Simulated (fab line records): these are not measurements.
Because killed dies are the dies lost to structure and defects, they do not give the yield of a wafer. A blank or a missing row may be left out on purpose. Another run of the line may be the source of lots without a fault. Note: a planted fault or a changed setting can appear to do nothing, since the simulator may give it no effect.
Which of the tools did it? + flow sky130 + Sampling: 11 lots, 33 wafers, 2 of 708 route steps

== WHAT THE GAUGES SHOWED, per wafer ==
SKY_NWELL_OVL_MEAS_23. Usual: for NWELL_01_OVL the level is -0.7 nm and the standard deviation is 1.3.
| lot  | measured     | on         | NWELL_01_OVL (nm) | flag |
|------|--------------|------------|-------------------|------|
| L392 | day 5 17:32  | overlay-01 | -0.6 -0.1 -1.0    |      |
| L393 | day 6 07:54  | overlay-01 | -0.4 0.1 -0.6     |      |
| L394 | day 6 08:06  | overlay-02 | -1.2 -3.0 -3.3    |      |
| L397 | day 7 00:38  | overlay-02 | -2.5 -1.7 -3.1    |      |
| L398 | day 7 02:22  | overlay-01 | -3.7 -2.9 -2.3    |      |
| L399 | day 7 11:28  | overlay-02 | -0.5 -1.9 -1.1    |      |
| L405 | day 8 19:46  | overlay-01 | -2.4 -3.3 -1.0    |      |
| L407 | day 9 11:32  | overlay-01 | 0.9 -2.1 -0.5     |      |
| L408 | day 9 17:37  | overlay-02 | -1.0 0.0 -0.7     |      |
| L409 | day 9 21:34  | overlay-02 | -1.9 1.2 2.5      |      |
| L413 | day 10 21:32 | overlay-02 | -0.9 -1.8 -2.2    |      |

== TOOL THAT RAN EACH LOT (tool first, then ch and the chambers of the sampled wafers, then the start) ==
| lot  | SKY_FIELD_ISO_CMP_27         |
|------|------------------------------|
| L392 | cmp-02 ch 0,1,2, day 2 16:58 |
| L393 | cmp-02 ch 0,2,3, day 2 19:32 |
| L394 | cmp-02 ch 0,1, day 3 02:03   |
| L397 | cmp-02 ch 0,2,3, day 3 17:56 |
| L398 | cmp-01 ch 0,2, day 3 23:52   |
| L399 | cmp-02 ch 1,2,3, day 4 04:22 |
| L405 | cmp-02 ch 0,2,3, day 5 09:58 |
| L407 | cmp-01 ch 2,3, day 5 21:57   |
| L408 | cmp-01 ch 0,1, day 6 01:32   |
| L409 | cmp-01 ch 0,2,3, day 6 05:55 |
| L413 | cmp-01 ch 0,3, day 7 03:40   |
- SKY_FIELD_ISO_CMP_27: polishes, stops on Si3N4, t overpolish 16 s, target thk 457.8 nm.

== WHAT THE TOOLS THEMSELVES READ (means of the sampled wafers that have a number; where no wafer has one, the mark that the record gives instead) ==
SKY_FIELD_ISO_CMP_27. Usual: motor current A 11.9 A, standard deviation 1.2; overpolish run s 16.000 s, standard deviation 0.0088; retaining ring pressure frac 1.000, standard deviation 0.0054; time to endpoint s 115 s, standard deviation 5.5.
| lot  | tool   | motor current A (A) | overpolish run s (s) | retaining ring pressure frac | time to endpoint s (s) | flag |
|------|--------|---------------------|----------------------|------------------------------|------------------------|------|
| L392 | cmp-02 | 12.3                | 16.002               | 0.999                        | 108                    |      |
| L393 | cmp-02 | 12.5                | 15.987               | 0.999                        | 116                    |      |
| L394 | cmp-02 | 12.4                | 15.995               | 1.003                        | 113                    |      |
| L397 | cmp-02 | 12.8                | 15.993               | 0.998                        | 114                    |      |
| L398 | cmp-01 | 10.2                | 16.003               | 1.002                        | 115                    |      |
| L399 | cmp-02 | 12.9                | 16.007               | 1.000                        | 111                    |      |
| L405 | cmp-02 | 12.5                | 15.991               | 1.005                        | 115                    |      |
| L407 | cmp-01 | 11.2                | 16.002               | 1.001                        | 109                    |      |
| L408 | cmp-01 | 11.5                | 16.001               | 1.003                        | 120                    |      |
| L409 | cmp-01 | 11.3                | 15.998               | 1.002                        | 114                    |      |
| L413 | cmp-01 | 12.2                | 15.996               | 1.002                        | 114                    |      |

== THE ANSWER, worked out from the rows above alone ==
Rule: take the mean of a lot's wafers that have a number; if it is more than 3 standard deviations from the usual mean, the lot is off. A lot without any number at a reading at which 4 lots or more have one is off too. All remaining lots with rows at the step are treated as sound. Order of review: gauges by route order, followed by the tools' own readings, for which a lot's mean as printed above is used. At the first step where some lot is off, the reading lying furthest off is the one used; lots without a number count as furthest.
No lot is off on any of the readings shown, so nothing can be concluded from this.

== WHAT THE SIMULATOR HAD INSERTED ==
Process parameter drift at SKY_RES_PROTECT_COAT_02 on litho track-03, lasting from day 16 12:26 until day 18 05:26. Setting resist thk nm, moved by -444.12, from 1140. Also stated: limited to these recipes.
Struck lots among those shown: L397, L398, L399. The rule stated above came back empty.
